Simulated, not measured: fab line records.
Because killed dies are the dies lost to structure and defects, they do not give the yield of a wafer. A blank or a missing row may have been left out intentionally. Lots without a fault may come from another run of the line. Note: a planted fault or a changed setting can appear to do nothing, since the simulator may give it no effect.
A lot that was struck, set against a sound lot ; flow sky130 ; 24 steps out of a route of 708
Sound: the wafers L134.1, L134.2, L134.3. Struck: wafer L142.5 (L142.1, L142.4, from the same lot, were not struck and are left out); the cause is given at the end.
Per side, at each step with rows, come the tool, then ch with its chambers, and then its first start. Under that, the readings that differ: sound wafers ; struck wafers ; difference of the means ; sigmas: that difference in standard deviations of wafers without a fault.
alike: readings with means less than 2 such deviations apart, plus words and numbers identical on both sides. not compared: withheld readings, readings lacking a value on some wafer, bounds such as >300 that could conceal the same value, and numbers that have no deviation in the record and whose values overlap.
Wherever a step has rows on one side only, a row that says differs or no value, or a row with sigmas, the two part there. Numbers that don't overlap but have no deviation are shown without sigmas and don't part them. A reading that every wafer of one side lacks parts them only if that side has two wafers or more.

SKY_VIA1_BOW_MEAS_03:
  sound: film-metro-04 at day 32 22:02; struck: film-metro-01 at day 35 23:06
  alike: VIA1_BOW
then, 8 steps without rows for these wafers: SKY_VIA1_DEHYDRATE_04 (time 60 s); SKY_VIA1_HMDS_05 (prime time 60 s); SKY_VIA1_COAT_06 (resist thk 60 nm); SKY_VIA1_COAT_07 (resist thk 450 nm); SKY_VIA1_SOFTBAKE_08 (time 90 s); SKY_VIA1_EXPOSE_09 (exposes mask VIM, target cd 150 nm); SKY_VIA1_PEB_10; SKY_VIA1_DEVELOP_11 (develop time 60 s).
SKY_VIA1_CD_MEAS_12: target cd 150 nm.
  sound: cd-sem-02 at day 34 01:40; struck: cd-sem-02 at day 37 00:43
  alike: cd-nm
SKY_VIA1_OVL_MEAS_13:
  sound: overlay-02 at day 34 01:47; struck: overlay-02 at day 37 00:50
  alike: VIA1_OVL
SKY_VIA1_ETCH_14: etches BARC in N2/H2, stops on SiO2, time 45.9 s, target depth 60 nm.
  sound on rie-diel-03 ch 1,2,3, day 34 01:50; struck on rie-diel-03 ch 1, day 37 00:53
reading;sound;struck;difference;sigmas
throttle-valve-pct (%);13.242 13.237 13.216;13.213;-0.019;-2
  alike: chamber-pressure-mTorr, drypump-motor-current-A, oes-product-au
  not compared: rf-hours-counter-h
SKY_VIA1_ETCH_15: etches SiO2 in C4F8/O2/Ar, stops on TiN, target depth 351 nm, time 54 s.
  sound on rie-diel-03 ch 1,2,3, day 34 01:52; struck on rie-diel-03 ch 1, day 37 00:55
reading;sound;struck;difference;sigmas
oes-product-au (a.u.);0.986 0.987 0.986;0.692;-0.294;-59
model.VIA1.feature-depth-nm (nm);344.7 345.2 345.7;180.4;-164.8;
model.etch.depth-nm (nm);344.7 345.2 345.7;180.4;-164.8;
model.KrF-thick_of_VIA1_COAT_07.thk-nm (nm);321.8 321.9 322.2;358.8;+36.8;
  alike: chamber-pressure-mTorr
  not compared: rf-hours-counter-h
SKY_VIA1_STRIP_16: strips in O2/N2.
  sound on plasma-asher-03 ch 0,1, day 34 01:55; struck on plasma-asher-01 ch 0, day 37 00:58
reading;sound;struck;difference;sigmas
strip-time-to-endpoint-s (s);4.442 4.471 4.451;4.847;+0.392;+22
  alike: chamber-pressure-mTorr, drypump-motor-current-A, oes-product-au
  not compared: rf-hours-counter-h
then, 3 steps without rows for these wafers: SKY_VIA1_STRIP_17 (strips in post etch residue remover, time 1200 s); SKY_VIA1_CLEAN_18 (cleans in IPA, time 180 s); SKY_VIA1_CLEAN_19 (cleans in O3/DIW).
SKY_VIA1_SPUTTER_20: material TiN, target thk 20 nm, time 80 s.
  sound: pvd-sputter-03 at day 34 02:32; struck: pvd-sputter-02 at day 37 01:34
  alike: throttle-valve-pct
SKY_VIA1_CVD_21: deposits W, target thk 270 nm, time 80.902 s.
  sound on cvd-w-02 ch 0,1, day 34 02:36; struck on cvd-w-02 ch 0, day 37 01:37
  alike: heater-power-w
SKY_VIA1_CMP_24: polishes, stops on SiO2, t overpolish 15 s, target thk 0 nm.
  sound on cmp-02 ch 1,2,3, day 34 02:53; struck on cmp-01 ch 2, day 37 01:56
  alike: head-pressure-psi, motor-current-A
SKY_METAL2_SPUTTER_00: material Ti, target thk 15 nm, time 10 s.
  the record holds rows for the sound wafers here (pvd-sputter-01, day 34 03:11) but none for the struck ones
SKY_METAL2_SPUTTER_01: material TiN, target thk 20 nm, time 16.7 s.
  the record holds rows for the sound wafers here (pvd-sputter-01, day 34 03:12) but none for the struck ones
SKY_METAL2_SPUTTER_02: material AlCu, target thk 250 nm, time 13.3 s.
  the record holds rows for the sound wafers here (pvd-sputter-01, day 34 03:13) but none for the struck ones
-- the record jumps here: 11 days lie between the struck wafers' starts before and after (it left off in module METAL2 and takes up again in module PAD_OPEN, whose first step shown is number 708 of the route) --
SKY_PAD_OPEN_PROBE_99:
  sound: prober-02 at day 45 21:56; struck: prober-02 at day 48 09:29
reading;sound;struck;difference;sigmas
model.etest.cap-thick-oxide.under-floor;0 0 0;1;+1;
model.etest.sram-nfet-pass.under-floor;0 0 0;1;+1;
model.etest.pfet_01v8_lvt.under-floor;0 0 0;1;+1;
model.etest.cap-li-to-poly.open;0 0 0;1;+1;
model.etest.nfet_16v.under-floor;0 0 0;1;+1;
model.etest.iso-ndiff-nwell.under-floor;0 0 0;1;+1;
model.etest.diode-dnwell-sub.under-floor;0 0 0;1;+1;
model.etest.licon-high-po.open;0 0 0;1;+1;

## WHERE THEY PART
First at SKY_VIA1_ETCH_14; last, within this record, at SKY_METAL2_SPUTTER_02.

WHY: the cause the simulator had injected
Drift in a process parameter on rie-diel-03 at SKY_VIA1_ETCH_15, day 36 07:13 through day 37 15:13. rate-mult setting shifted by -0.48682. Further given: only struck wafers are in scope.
